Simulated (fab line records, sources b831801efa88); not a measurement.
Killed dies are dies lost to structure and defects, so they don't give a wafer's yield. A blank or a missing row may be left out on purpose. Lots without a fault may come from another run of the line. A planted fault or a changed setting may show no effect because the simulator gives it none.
Chamber matching | flow gf180mcu | GF_V5_CMP_04 on cmp-02: 4 sister chambers
The step polishes SiO2. 14 wafers are shown with their chamber, then 7 later ones without.

WAFERS WITH THEIR CHAMBER
wafer  | chamber | motor_current_A (A) | slurry_filter_dp_kPa (kPa)
L720.1 | 3       | 12.4                | 13.26
L720.2 | 2       | 11.9                | 13.34
L720.6 | 3       | 11.6                | 13.47
L724.2 | 2       | 12.8                | 13.60
L724.5 | 1       | 12.4                | 13.64
L724.6 | 2       | 11.5                | 13.40
L728.1 | 3       | 11.8                | 13.63
L728.3 | 1       | 12.2                | 13.52
L728.4 | 0       | 13.2                | 13.56
L738.1 | 3       | 12.1                | 13.71
L738.2 | 1       | 12.0                | 13.59
L738.4 | 0       | 12.2                | 13.55
L740.1 | 1       | 12.5                | 13.55
L740.2 | 3       | 12.0                | 13.49

SIGNATURES (means of the wafers above)
reading              | chamber 0 | chamber 1 | chamber 2 | chamber 3 | scatter within a chamber
motor_current_A      | 12.700    | 12.275    | 12.067    | 11.980    | 0.436
slurry_filter_dp_kPa | 13.5550   | 13.5750   | 13.4467   | 13.5120   | 0.128
Rule: a wafer's distance from a chamber is the root of the sum, over the readings, of the square of ((its reading less the chamber's mean) divided by the reading's scatter). The wafer belongs to the nearest chamber; if the next one is less than 2 further off, it can't be placed. The scatter: the root of (the sum of the squares of (reading less its chamber's mean) over the shown wafers, divided by (wafers less chambers)).

WAFERS WITHOUT THEIR CHAMBER
wafer  | motor_current_A (A) | slurry_filter_dp_kPa (kPa)
L740.3 | 13.4                | 13.46
L742.2 | 12.2                | 13.63
L742.4 | 11.9                | 13.58
L742.5 | 11.6                | 13.51
L743.1 | 12.2                | 13.75
L743.4 | 12.8                | 13.40
L743.5 | 12.1                | 13.65

WHICH CHAMBER EACH WENT THROUGH
wafer  | from the rows above               | in truth
L740.3 | can't be placed: 0 or 1 or 2 or 3 | 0
L742.2 | can't be placed: 1 or 3 or 0 or 2 | 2
L742.4 | can't be placed: 3 or 1 or 2 or 0 | 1
L742.5 | can't be placed: 3 or 2 or 1 or 0 | 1
L743.1 | can't be placed: 1 or 0 or 3 or 2 | 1
L743.4 | can't be placed: 0 or 2 or 1 or 3 | 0
L743.5 | can't be placed: 1 or 3 or 0 or 2 | 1
Placed correctly: 0 of 7. Can't be placed from these rows: 7 (the true chamber is among the candidates in 7). Placed wrongly: 0.
